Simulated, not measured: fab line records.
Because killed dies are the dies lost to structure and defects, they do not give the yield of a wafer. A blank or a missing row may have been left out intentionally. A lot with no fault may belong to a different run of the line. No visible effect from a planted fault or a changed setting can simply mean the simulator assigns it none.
The tool behind it: which one? + flow gf180mcu + 12 lots, 36 wafers sampled, at 2 steps of a route of 602

WHAT EACH GAUGE READ, for each wafer
GF_V2_THK_MEAS_03.
| lot  | measured     | on           | V2_CVD_02_THK (nm) |
|------|--------------|--------------|--------------------|
| L075 | day 19 14:05 | filmMetro-02 | 850 864 867        |
| L077 | day 20 10:41 | filmMetro-04 | 842 862 866        |
| L079 | day 21 04:50 | filmMetro-02 | 845 851 864        |
| L081 | day 22 07:18 | filmMetro-03 | 840 874 857        |
| L082 | day 22 15:25 | filmMetro-02 | 836 853 849        |
| L085 | day 24 01:32 | filmMetro-04 | 840 847 841        |
| L088 | day 24 06:55 | filmMetro-04 | 841 841 850        |
| L089 | day 25 02:49 | filmMetro-02 | 849 861 857        |
| L091 | day 25 08:11 | filmMetro-04 | 845 847 848        |
| L093 | day 26 03:06 | filmMetro-04 | 825 835 845        |
| L095 | day 26 20:15 | filmMetro-03 | 838 855 842        |
| L097 | day 27 01:19 | filmMetro-04 | 842 844 855        |

TOOL THAT RAN EACH LOT (tool first, then ch and the chambers of the sampled wafers, then the start)
| lot  | GF_M2_SPUTTER_03            |
|------|-----------------------------|
| L075 | pvdSputter-04, day 18 13:25 |
| L077 | pvdSputter-03, day 19 09:46 |
| L079 | pvdSputter-03, day 20 03:56 |
| L081 | pvdSputter-04, day 21 06:52 |
| L082 | pvdSputter-04, day 21 14:55 |
| L085 | pvdSputter-01, day 23 02:43 |
| L088 | pvdSputter-03, day 23 07:17 |
| L089 | pvdSputter-03, day 24 03:57 |
| L091 | pvdSputter-01, day 24 08:54 |
| L093 | pvdSputter-01, day 25 04:43 |
| L095 | pvdSputter-03, day 25 22:41 |
| L097 | pvdSputter-04, day 26 03:46 |
- GF_M2_SPUTTER_03: material Ti, target thk 10 nm, time 6.7 s.

THE ANSWER, worked out from the rows above alone
Rule: the usual values come from the lots themselves. The widest of any qualifying gaps counts: lots, ordered by their means at a reading, are off when they make up no more than a third of the lots, leave a main group of 4 or more, and stand apart from it by 3 or more times the standard deviation of that group's means. Not used: any main group whose means are identical at the precision the tables above print for the reading. Also off: a lot with no number at a reading for which 4 or more lots have one. Where the step has rows for the other lots, those lots are counted as sound.
No lot is off on any of the readings shown, so nothing can be concluded from this.

WHAT THE SIMULATOR PUT IN
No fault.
